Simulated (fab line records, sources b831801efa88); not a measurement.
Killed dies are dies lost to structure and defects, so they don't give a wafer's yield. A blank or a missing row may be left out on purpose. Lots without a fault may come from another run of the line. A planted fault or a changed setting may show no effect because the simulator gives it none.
Which tool did it? | flow sky130 | 11 lots, 32 wafers sampled, at 3 steps of a route of 708

WHAT THE GAUGES READ, wafer by wafer
SKY_METAL1_OVL_MEAS_16.
lot  | measured     | on         | METAL1_OVL (nm)
L832 | day 33 17:54 | overlay-02 | -1 1 2
L834 | day 34 05:06 | overlay-02 | 0 2 6
L837 | day 34 22:42 | overlay-02 | -2 -4 -2
L838 | day 35 13:48 | overlay-02 | -5 3 -2
L839 | day 35 14:31 | overlay-01 | 11 10 10
L842 | day 36 16:47 | overlay-02 | 5 4 -3
L844 | day 37 03:56 | overlay-01 | -2 -2
L845 | day 37 13:18 | overlay-01 | 0 -6 -5
L851 | day 39 00:26 | overlay-01 | -6 -5 4
L852 | day 39 02:36 | overlay-01 | -3 -9 -4
L853 | day 39 13:23 | overlay-01 | -11 -8 -7

SKY_VIA1_BOW_MEAS_03.
lot  | measured     | on            | VIA1_BOW (um)
L832 | day 33 19:23 | film_metro-01 | 80 76 79
L834 | day 34 06:29 | film_metro-04 | 76 88 76
L837 | day 35 00:10 | film_metro-01 | 94 79 92
L838 | day 35 15:09 | film_metro-01 | 79 82 89
L839 | day 35 15:52 | film_metro-01 | 93 75 87
L842 | day 36 18:08 | film_metro-02 | 78 93 83
L844 | day 37 05:16 | film_metro-01 | 77 83
L845 | day 37 14:38 | film_metro-01 | 70 82 82
L851 | day 39 01:50 | film_metro-02 | 89 78 76
L852 | day 39 04:01 | film_metro-02 | 78 77 77
L853 | day 39 14:40 | film_metro-04 | 73 76 87

SKY_VIA1_THK_MEAS_23: measures by xrf.
lot  | measured     | on            | VIA1_W_THK (nm)
L832 | day 34 22:31 | film_metro-04 | 262 261 263
L834 | day 35 09:54 | film_metro-02 | 276 274 273
L837 | day 36 02:38 | film_metro-01 | 275 273 269
L838 | day 36 17:19 | film_metro-01 | 272 271 270
L839 | day 36 19:18 | film_metro-02 | 269 267 274
L842 | day 37 21:15 | film_metro-04 | 263 264 262
L844 | day 38 07:38 | film_metro-02 | 266 271
L845 | day 38 17:04 | film_metro-02 | 269 272 270
L851 | day 40 04:19 | film_metro-02 | 277 276 273
L852 | day 40 06:18 | film_metro-04 | 269 271 273
L853 | day 40 16:41 | film_metro-01 | 280 281 279

WHICH TOOL RAN EACH LOT (tool, then ch and the chambers of the sampled wafers, then the start)
The record holds no process step before these readings.

WHAT THE TOOLS THEMSELVES READ (means of the sampled wafers that have a number; where no wafer has one, the mark that the record gives instead)
The record holds no such reading with a usual standard deviation.

THE ANSWER, worked out from the rows above alone
Rule: what is usual is taken from the lots themselves. Put in order of their means at a reading, lots are off if they are a third of the lots or fewer, leave a main group of 4 or more, and stand apart from it by a gap of 3 or more times the standard deviation of the main group's means; of several such gaps the widest counts. A main group whose means are all the same, to the digits that the tables above print for the reading, isn't used. A lot without any number at a reading at which 4 lots or more have one is off too. The other lots that the step has rows for count as sound. The gauges are gone through in route order, then the tools' own readings, and for those a lot's mean is taken as printed above. The first step at which some lot is off is used, and at that step the reading that is off furthest; a lot without a number counts as furthest.
No lot is off at any reading shown: from this, nothing can be told.

WHAT THE SIMULATOR HAD PUT IN
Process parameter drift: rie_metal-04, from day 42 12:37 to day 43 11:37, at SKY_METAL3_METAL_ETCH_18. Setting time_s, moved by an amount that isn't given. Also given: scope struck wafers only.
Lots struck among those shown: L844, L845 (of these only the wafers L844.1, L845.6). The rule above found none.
